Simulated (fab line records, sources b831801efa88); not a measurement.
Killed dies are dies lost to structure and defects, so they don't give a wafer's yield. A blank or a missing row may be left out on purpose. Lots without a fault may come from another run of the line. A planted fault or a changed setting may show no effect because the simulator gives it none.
A struck lot beside a sound one | flow gf180mcu | 44 steps out of a route of 602
Sound: wafers L245.2, L245.4, L245.5. Struck: wafers L241.4, L241.5, L241.6. The cause comes at the end.
At each step with rows: each side's tool, then ch and its chambers, then its first start. Under that, the readings that differ: sound wafers | struck wafers | difference of the means | sigmas: that difference in standard deviations of wafers without a fault.
alike: readings whose means differ by less than 2 such deviations, and words and numbers that are the same on both sides. not compared: withheld readings, readings that some wafer has no value for, bounds like >300 that may hide the same value, and numbers for which the record gives no deviation and whose values overlap.
The two part at a step that has a row with sigmas, a row that says differs or no value, or rows on one side only. Numbers that don't overlap but have no deviation are shown without sigmas and don't part them. A reading that every wafer of one side lacks parts them only if that side has two wafers or more.

first, 5 steps without rows for these wafers: GF_MVPSD_COAT_02 (resist thk 3000 nm); GF_MVPSD_SOFTBAKE_03; GF_MVPSD_EXPOSE_04 (exposes mask MVPSD, target cd 1000 nm); GF_MVPSD_PEB_05; GF_MVPSD_DEVELOP_06 (develop time 60 s).
GF_MVPSD_OVL_MEAS_07:
  sound on overlay-02, day 9 23:51; struck on overlay-02, day 9 00:12
  reading        | sound          | struck      | difference | sigmas
  MVPSD_OVL (nm) | -1.0 -1.3 -0.3 | 3.0 1.8 1.2 | +2.9       | +2
then, 2 steps without rows for these wafers: GF_MVPSD_IMPLANT_08; GF_MVPSD_IMPLANT_09.
GF_MVPSD_STRIP_10: strips in O2/N2.
  sound on plasma_asher-04 ch 1, day 10 00:11; struck on plasma_asher-02 ch 0,1, day 9 00:33
  alike: drypump_motor_current_A, heater_power_w, oes_product_au, strip_time_to_endpoint_s
  not compared: rf_hours_counter_h
GF_MVPSD_TW_MEAS_11:
  sound on film_metro-02, day 10 00:17; struck on film_metro-02, day 9 00:39
  alike: MVPSD_TW
then, 2 steps without rows for these wafers: GF_VT_IMPLANT_DEHYDRATE_00 (time 60 s); GF_VT_IMPLANT_HMDS_01 (prime time 60 s).
GF_VT_IMPLANT_COAT_02: resist thk 1000 nm.
  sound on litho_track-04 ch 0, day 10 08:58; struck on litho_track-02, day 9 09:19
  no value came back on the struck wafers for chill_plate_temp_C (C), dispense_pressure_kPa (kPa); on the sound wafers chill_plate_temp_C (C) reads 23.06 22.97 22.97
then, 4 steps without rows for these wafers: GF_VT_IMPLANT_SOFTBAKE_03 (time 60 s); GF_VT_IMPLANT_EXPOSE_04 (exposes mask LVPWELL LV AREA, target cd 600 nm); GF_VT_IMPLANT_PEB_05; GF_VT_IMPLANT_DEVELOP_06 (develop time 60 s).
GF_VT_IMPLANT_OVL_MEAS_07:
  sound on overlay-02, day 10 17:45; struck on overlay-01, day 9 17:57
  reading             | sound        | struck | difference                    | sigmas
  VT_IMPLANT_OVL (nm) | 1.0 -0.4 0.3 | - - -  | no value on the struck wafers |
then, 1 step without rows for these wafers: GF_VT_IMPLANT_IMPLANT_08.
GF_VT_IMPLANT_STRIP_09: strips in O2/N2.
  sound on plasma_asher-03 ch 0,1, day 10 17:56; struck on plasma_asher-02 ch 0,1, day 9 18:09
  no value came back on the struck wafers for oes_product_au (a.u.), strip_time_to_endpoint_s (s); on the sound wafers oes_product_au (a.u.) reads 0.716 0.714 0.719
  alike: drypump_motor_current_A, heater_power_w
  not compared: rf_hours_counter_h
GF_VT_IMPLANT_TW_MEAS_10:
  sound on film_metro-04, day 10 18:02; struck on film_metro-03, day 9 18:15
  alike: VT_IMPLANT_TW
then, 7 steps without rows for these wafers: GF_VT_IMPLANT_DEHYDRATE_11 (time 60 s); GF_VT_IMPLANT_HMDS_12 (prime time 60 s); GF_VT_IMPLANT_COAT_13 (resist thk 1000 nm); GF_VT_IMPLANT_SOFTBAKE_14 (time 60 s); GF_VT_IMPLANT_EXPOSE_15 (exposes mask Nwell LV AREA, target cd 860 nm); GF_VT_IMPLANT_PEB_16; GF_VT_IMPLANT_DEVELOP_17 (develop time 60 s).
GF_VT_IMPLANT_OVL_MEAS_18:
  sound on overlay-01, day 11 12:15; struck on overlay-02, day 10 12:06
  alike: VT_IMPLANT_01_OVL
then, 1 step without rows for these wafers: GF_VT_IMPLANT_IMPLANT_19.
GF_VT_IMPLANT_STRIP_20: strips in O2/N2.
  sound on plasma_asher-03 ch 0,1, day 11 12:26; struck on plasma_asher-01 ch 0,1, day 10 12:18
  reading                      | sound             | struck            | difference | sigmas
  strip_time_to_endpoint_s (s) | 12.65 12.66 12.65 | 12.61 12.56 12.58 | -0.07      | -2
  alike: drypump_motor_current_A, heater_power_w, oes_product_au
  not compared: rf_hours_counter_h
GF_VT_IMPLANT_TW_MEAS_21:
  sound on film_metro-04, day 11 12:32; struck on film_metro-03, day 10 12:24
  alike: VT_IMPLANT_2_TW
  not compared: hold
then, 7 steps without rows for these wafers: GF_VT_IMPLANT_DEHYDRATE_22 (time 60 s); GF_VT_IMPLANT_HMDS_23 (prime time 60 s); GF_VT_IMPLANT_COAT_24 (resist thk 1000 nm); GF_VT_IMPLANT_SOFTBAKE_25 (time 60 s); GF_VT_IMPLANT_EXPOSE_26 (exposes mask LVPWELL HV AREA, target cd 860 nm); GF_VT_IMPLANT_PEB_27; GF_VT_IMPLANT_DEVELOP_28 (develop time 60 s).
GF_VT_IMPLANT_OVL_MEAS_29:
  sound on overlay-01, day 12 07:26; struck on overlay-02, day 11 06:58
  alike: VT_IMPLANT_02_OVL
then, 1 step without rows for these wafers: GF_VT_IMPLANT_IMPLANT_30.
GF_VT_IMPLANT_STRIP_31: strips in O2/N2.
  sound on plasma_asher-01 ch 0,1, day 12 07:37; struck on plasma_asher-01 ch 0,1, day 11 07:10
  alike: drypump_motor_current_A, heater_power_w, oes_product_au, strip_time_to_endpoint_s
  not compared: rf_hours_counter_h
GF_VT_IMPLANT_TW_MEAS_32:
  sound on film_metro-03, day 12 07:44; struck on film_metro-04, day 11 07:29
  reading         | sound             | struck            | difference | sigmas
  VT_IMPLANT_3_TW | 265.2 264.8 265.0 | 582.5 581.7 578.6 | +315.9     | +99 or more
  not compared: hold
then, 1 step without rows for these wafers: GF_PASSIVATION_PROBE_99.

WHERE THEY PART
First at GF_MVPSD_OVL_MEAS_07; last, within this record, at GF_VT_IMPLANT_TW_MEAS_32.

WHY: what the simulator had put in
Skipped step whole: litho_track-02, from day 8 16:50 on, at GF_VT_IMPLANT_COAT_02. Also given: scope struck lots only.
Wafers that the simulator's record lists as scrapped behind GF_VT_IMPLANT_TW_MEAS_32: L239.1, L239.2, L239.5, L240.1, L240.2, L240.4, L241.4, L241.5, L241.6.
